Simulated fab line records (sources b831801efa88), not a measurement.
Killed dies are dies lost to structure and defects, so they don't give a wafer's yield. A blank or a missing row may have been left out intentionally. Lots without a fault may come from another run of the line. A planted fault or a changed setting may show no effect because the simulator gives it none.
Problem report, 8D (eight disciplines) form, completed by code + flow gf180mcu + the parts of the form that need people (team, actions taken, sign-off) are left out

== 1. THE PROBLEM ==
M1_ALCU_RS at GF_M1_RS_MEAS_05 reads a mean of 0.0766 ohm/sq on 2 wafers of 2 lots; wafers without a fault read 0.0698 ohm/sq with a standard deviation of 0.00065. That is +10 standard deviations from the usual mean.
The step: measures by four-point-probe.
The first sign was on wafer L100.3 at day 19 04:49, on film-metro-01. The record holds 15 wafers of 6 lots with a number at this step. Rule for "out", or "out of limits": more than 4 standard deviations from the usual mean. Any other wafer with a number is counted as sound.

== 2. WHAT IT IS, AND WHAT IT ISN'T ==
| question                    | is                           | is not                                                                         |
|-----------------------------|------------------------------|--------------------------------------------------------------------------------|
| which readings at this step | M1_ALCU_RS                   | -                                                                              |
| which lots                  | L100, L101                   | L106, L111, L113, L996                                                         |
| which wafers of those lots  | L100.3, L101.2               | L100.4                                                                         |
| read on which gauges        | film-metro-01, film-metro-04 | film-metro-02                                                                  |
| when                        | from day 19 04:49            | up to then (4 sound wafers); but 9 sound wafers of L106, L111, L113 came after |

== 3. THE SUSPECTS, EACH WITH WHAT RULES IT OUT ==
Counting: if a tool at a process step up to the reading ran every lot that is out, it stays a suspect. Sound lots after the first of them don't rule it out here, since some wafers of a struck lot are sound.
- the gauge at GF_M1_RS_MEAS_05: ruled out. Those wafers that are out were read across 2 gauges (film-metro-01, film-metro-04).
- pvd-sputter-04 at GF_CONTACT_SPUTTER_22 (material Ti, target thk 15 nm, time 80.02 s): kept. It ran every lot that is out, first L100 (day 19 03:53).
- cvd-w-01 at GF_CONTACT_CVD_24 (deposits W, target thk 300 nm, time 90.339 s): kept. It processed each lot that is out (first: L100, day 19 04:01); up to then, its last sound lot is L996 (day 17 09:24).
- pvd-sputter-03 at GF_M1_SPUTTER_01 (material TiN, target thk 30 nm, time 25 s): kept. It processed each lot that is out (first: L100, day 19 04:40); up to then, its last sound lot is L996 (day 17 10:05).
- pvd-sputter-03 at GF_M1_SPUTTER_02 (material AlCu, target thk 450 nm, time 23.9 s): kept. It processed each lot that is out (first: L100, day 19 04:41); up to then, its last sound lot is L996 (day 17 10:07).
- pvd-sputter-03 at GF_M1_SPUTTER_03 (material Ti, target thk 10 nm, time 6.7 s): kept. It processed each lot that is out (first: L100, day 19 04:43); up to then, its last sound lot is L996 (day 17 10:08).
Left after counting: pvd-sputter-04 at GF_CONTACT_SPUTTER_22, cvd-w-01 at GF_CONTACT_CVD_24, pvd-sputter-03 at GF_M1_SPUTTER_01, pvd-sputter-03 at GF_M1_SPUTTER_02, pvd-sputter-03 at GF_M1_SPUTTER_03.

== 4. THE CAUSE (what the simulator had put in) ==
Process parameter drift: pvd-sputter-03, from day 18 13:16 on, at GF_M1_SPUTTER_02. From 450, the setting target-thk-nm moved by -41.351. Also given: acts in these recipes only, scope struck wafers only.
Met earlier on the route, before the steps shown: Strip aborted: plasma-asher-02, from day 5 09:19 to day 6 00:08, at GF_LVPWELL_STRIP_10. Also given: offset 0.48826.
After counting, 5 suspects remain, this tool included.

== 5. SEQUENCE OF EFFECTS, ordered by route ==
One row per reading whose mean, taken over the struck wafers that have a number, lies over 3 standard deviations from the usual. Only readings for which the record gives a usual standard deviation are gone through. hours: the time from each lot's start at the first step in this table that gives one to its start at this step, as a median over the lots. sigmas: the change in usual standard deviations.
| hours | step                | reading            | usual         | on struck wafers | change  | sigmas |
|-------|---------------------|--------------------|---------------|------------------|---------|--------|
| 0     | GF_M1_RS_MEAS_05    | M1_ALCU_RS         | 0.0698 ohm/sq | 0.0766           | +0.0068 | +10    |
| 0     | GF_M1_THK_MEAS_06   | M1_ALCU_THK        | 446 nm        | 406              | -40     | -8.6   |
| 24    | GF_M1_METAL_ETCH_16 | oes-product-au     | 0.970 a.u.    | 0.931            | -0.039  | -6.6   |
| 24    | GF_M1_METAL_ETCH_16 | throttle-valve-pct | 28.253 %      | 28.301           | +0.048  | +4.8   |
Here are the process steps it includes:
- GF_M1_METAL_ETCH_16: etches the open film in Cl2/BCl3, stops on SiO2, target depth 627.5 nm, time 104.6 s.
Later steps that measure or inspect, where all struck wafers having a row at the step show a number for every such reading and not one has moved that far: GF_M1_CD_MEAS_14, GF_M1_OVL_MEAS_15.

== 6. WHAT WOULD HAVE CAUGHT IT SOONER ==
In this record the first reading out of limits at a measuring or inspecting step was taken at day 19 04:49, 16 hours after the fault began at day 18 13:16.
Of the tool readings at GF_M1_SPUTTER_02 for which the record gives a usual standard deviation, none was out on any struck wafer, so an alarm limit of 4 standard deviations on them would not have fired.
Of the lots that are out (2), L101 began GF_M1_SPUTTER_02 on pvd-sputter-03 after day 19 04:49. It would have been spared by a hold on the tool at that moment.
